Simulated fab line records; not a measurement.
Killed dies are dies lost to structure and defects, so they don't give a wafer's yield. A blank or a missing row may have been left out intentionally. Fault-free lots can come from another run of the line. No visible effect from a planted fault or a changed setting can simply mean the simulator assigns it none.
Which tool did it?	flow sky130	Sampling: 12 lots, 36 wafers, 4 of 708 route steps

## WHAT EACH GAUGE READ, for each wafer
SKY_LDD_N_TW_MEAS_17. Usual: LDD_N_TW gives 2580 (standard deviation 20).
lot	measured	on	LDD_N_TW	flag
L302	day 17 18:10	film metro-04	2591 2595 2605	
L304	day 18 07:38	film metro-03	2567 2572 2563	
L303	day 18 07:57	film metro-03	2554 2566 2569	
L306	day 19 10:18	film metro-01	2610 2608 2583	
L311	day 21 02:38	film metro-04	2595 2586 2602	
L313	day 21 18:02	film metro-03	2557 2548 2542	
L320	day 24 17:04	film metro-01	2585 2575 2591	
L321	day 24 23:20	film metro-04	2587 2585 2593	
L322	day 25 09:21	film metro-01	2582 2605 2606	
L324	day 25 18:42	film metro-03	2568 2563 2556	
L323	day 25 20:17	film metro-03	2559 2558 2578	
L325	day 26 01:29	film metro-01	2586 2587 2591	

SKY_LDD_HVN_OVL_MEAS_07. Usual: LDD_HVN_OVL gives 0.6 nm (standard deviation 1.3).
lot	measured	on	LDD_HVN_OVL (nm)	flag
L302	day 20 06:49	overlay-01	0.2 0.9 1.3	
L304	day 20 20:14	overlay-02	0.7 -1.1 -1.9	
L303	day 20 20:20	overlay-01	0.6 1.4 1.8	
L306	day 22 00:39	overlay-02	-0.7 -0.6 -1.6	
L311	day 23 14:37	overlay-02	-1.3 -1.1 -1.2	
L313	day 24 05:58	overlay-02	1.2 1.7 2.7	
L320	day 27 03:44	overlay-02	-1.8 0.2 -1.3	
L321	day 27 09:56	overlay-01	1.7 0.6 1.8	
L322	day 27 20:21	overlay-01	-0.9 -0.9 1.5	
L324	day 28 04:21	overlay-02	0.6 0.3 0.4	
L323	day 28 05:11	overlay-01	-0.1 0.5 0.2	
L325	day 28 11:31	overlay-01	0.8 1.3 0.0	

SKY_LDD_HVN_TW_MEAS_10. Usual: LDD_HVN_TW gives 1432 (standard deviation 11).
lot	measured	on	LDD_HVN_TW	flag
L302	day 20 07:07	film metro-02	1443 1448 1440	
L304	day 20 20:31	film metro-01	1446 1456 1447	
L303	day 20 20:37	film metro-03	1430 1432 1424	
L306	day 22 00:57	film metro-01	1449 1446 1445	
L311	day 23 14:55	film metro-03	1358 1352 1356	OFF
L313	day 24 06:14	film metro-03	1366 1362 1365	OFF
L320	day 27 04:02	film metro-02	1434 1434 1431	
L321	day 27 10:14	film metro-03	1424 1424 1420	
L322	day 27 20:39	film metro-02	1440 1437 1438	
L324	day 28 04:39	film metro-02	1435 1437 1441	
L323	day 28 05:28	film metro-03	1423 1420 1416	
L325	day 28 11:49	film metro-01	1456 1444 1448	

## WHICH TOOL RAN EACH LOT (tool, then ch and the chambers of the sampled wafers, then the start)
lot	SKY_LDD_HVN_IMPLANT_08
L302	implanter-04 ch 0, day 20 06:52
L304	implanter-04 ch 0, day 20 20:17
L303	implanter-02 ch 0, day 20 20:25
L306	implanter-02 ch 0, day 22 00:44
L311	implanter-04 ch 0, day 23 14:40
L313	implanter-04 ch 0, day 24 05:59
L320	implanter-04 ch 0, day 27 03:47
L321	implanter-04 ch 0, day 27 09:59
L322	implanter-04 ch 0, day 27 20:26
L324	implanter-04 ch 0, day 28 04:26
L323	implanter-02 ch 0, day 28 05:14
L325	implanter-01 ch 0, day 28 11:34
- SKY_LDD_HVN_IMPLANT_08

## AS READ BY THE TOOLS THEMSELVES (means over the sampled wafers that have a number; for cases with no such wafer, the mark the record gives instead)
SKY_LDD_HVN_IMPLANT_08. Usual: beam on s 9.99 s, standard deviation 0.2; tilt deg 39.998 degrees, standard deviation 0.02.
lot	tool	beam on s (s)	tilt deg (degrees)	flag
L302	implanter-04	9.91	39.981	
L304	implanter-04	10.04	39.983	
L303	implanter-02	10.05	40.040	
L306	implanter-02	10.04	40.018	
L311	implanter-04	9.90	39.982	
L313	implanter-04	9.99	39.999	
L320	implanter-04	10.03	40.022	
L321	implanter-04	10.03	39.991	
L322	implanter-04	9.85	39.993	
L324	implanter-04	10.33	39.973	
L323	implanter-02	9.93	39.989	
L325	implanter-01	10.01	40.004	

## THE ANSWER, worked out from the rows above alone
Rule: lot off if the mean of its wafers having a number is beyond 3 standard deviations from the usual mean. Also off: a lot with no number at a reading for which 4 or more lots have one. All remaining lots with rows at the step are treated as sound. After the gauges, taken in route order, come the tools' own readings; for these a lot's mean is taken, as printed above. At the first step where some lot is off, the reading lying furthest off is the one used; lots without a number count as furthest.
Off: at SKY_LDD_HVN_TW_MEAS_10 (LDD_HVN_TW), L311, L313.
If a tool, at a process step before that reading, ran all the lots that are off and no sound lot after the first of them, it fits. The gauges at SKY_LDD_HVN_TW_MEAS_10 are tried like those tools. None of those tried fits.

## WHAT HAD BEEN PUT IN BY THE SIMULATOR
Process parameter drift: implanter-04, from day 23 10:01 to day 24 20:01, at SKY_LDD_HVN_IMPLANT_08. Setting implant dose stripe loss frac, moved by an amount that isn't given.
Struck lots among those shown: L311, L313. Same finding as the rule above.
